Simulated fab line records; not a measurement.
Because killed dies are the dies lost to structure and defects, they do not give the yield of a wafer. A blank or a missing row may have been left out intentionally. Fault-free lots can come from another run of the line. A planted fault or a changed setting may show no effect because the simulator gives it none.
The tool behind it: which one? | flow sky130 | 11 lots with 33 wafers sampled at 4 steps, on a route of 708 steps

## WHAT THE GAUGES SHOWED, per wafer
SKY_NWELL_OVL_MEAS_10.
lot  | measured     | on         | NWELL_00_OVL (nm)
L487 | day 4 11:34  | overlay-01 | 0.0 0.7 1.6
L488 | day 4 17:44  | overlay-02 | -0.1 1.1 1.0
L489 | day 5 00:26  | overlay-02 | -2.9 -2.2 -3.3
L491 | day 5 10:28  | overlay-02 | 1.7 -1.2 1.6
L495 | day 6 12:05  | overlay-02 | 1.2 1.1 1.9
L497 | day 6 22:42  | overlay-01 | 0.5 0.0 1.7
L504 | day 8 23:06  | overlay-01 | 0.3 -0.8 0.5
L505 | day 9 06:40  | overlay-02 | -1.7 -2.7 -2.5
L506 | day 9 09:39  | overlay-01 | -1.7 -1.3 -1.6
L507 | day 9 15:52  | overlay-02 | 1.1 3.4 3.2
L510 | day 10 02:52 | overlay-02 | -1.2 -3.1 -0.9

## WHICH TOOL RAN EACH LOT (tool, then ch and the chambers of the sampled wafers, then the start)
lot  | SKY_FIELD_ISO_ETCH_15             | SKY_DNWELL_STRIP_08                 | SKY_PWDE_IMPLANT_08
L487 | rie-diel-02 ch 0,1, day 2 05:35   | plasma-asher-04 ch 1, day 3 03:23   | implanter-01 ch 0, day 3 18:41
L488 | rie-diel-04 ch 1,3, day 2 11:20   | plasma-asher-02 ch 1, day 3 08:38   | implanter-01 ch 0, day 4 01:26
L489 | rie-diel-03 ch 1,3, day 2 16:56   | plasma-asher-02 ch 0,1, day 3 15:39 | implanter-02 ch 0, day 4 07:56
L491 | rie-diel-03 ch 1,3, day 3 00:49   | plasma-asher-01 ch 0, day 4 01:21   | implanter-02 ch 0, day 4 17:08
L495 | rie-diel-03 ch 1,2,3, day 3 22:01 | plasma-asher-04 ch 0,1, day 5 00:17 | implanter-02 ch 0, day 5 18:31
L497 | rie-diel-02 ch 0,1,2, day 4 09:07 | plasma-asher-01 ch 0,1, day 5 10:26 | implanter-01 ch 0, day 6 04:07
L504 | rie-diel-04 ch 0,2,3, day 5 20:52 | plasma-asher-02 ch 1, day 7 05:59   | implanter-03 ch 0, day 8 02:26
L505 | rie-diel-04 ch 0,2, day 6 02:20   | plasma-asher-02 ch 0,1, day 7 12:53 | implanter-01 ch 0, day 8 09:29
L506 | rie-diel-04 ch 1,2,3, day 6 06:04 | plasma-asher-02 ch 0,1, day 7 15:32 | implanter-01 ch 0, day 8 11:38
L507 | rie-diel-02 ch 0,2,3, day 6 16:02 | plasma-asher-02 ch 0,1, day 7 21:06 | implanter-02 ch 0, day 8 17:29
L510 | rie-diel-03 ch 0,3, day 7 06:08   | plasma-asher-01 ch 0, day 8 08:32   | implanter-02 ch 0, day 9 05:32
- SKY_FIELD_ISO_ETCH_15: etches the open film in CHF3/O2, stops on Si, target depth 180 nm, time 72 s.
- SKY_DNWELL_STRIP_08: strips in O2/N2.
- SKY_PWDE_IMPLANT_08

## THE ANSWER, worked out from the rows above alone
Rule: the usual values come from the lots themselves. The widest of any qualifying gaps counts: lots, ordered by their means at a reading, are off when they make up no more than a third of the lots, leave a main group of 4 or more, and stand apart from it by 3 or more times the standard deviation of that group's means. A main group whose means are all the same, to the digits that the tables above print for the reading, isn't used. A lot without any number at a reading at which 4 lots or more have one is off too. All remaining lots with rows at the step are treated as sound.
Nothing can be told from this: no lot is off at any reading shown.

## WHAT THE SIMULATOR HAD PUT IN
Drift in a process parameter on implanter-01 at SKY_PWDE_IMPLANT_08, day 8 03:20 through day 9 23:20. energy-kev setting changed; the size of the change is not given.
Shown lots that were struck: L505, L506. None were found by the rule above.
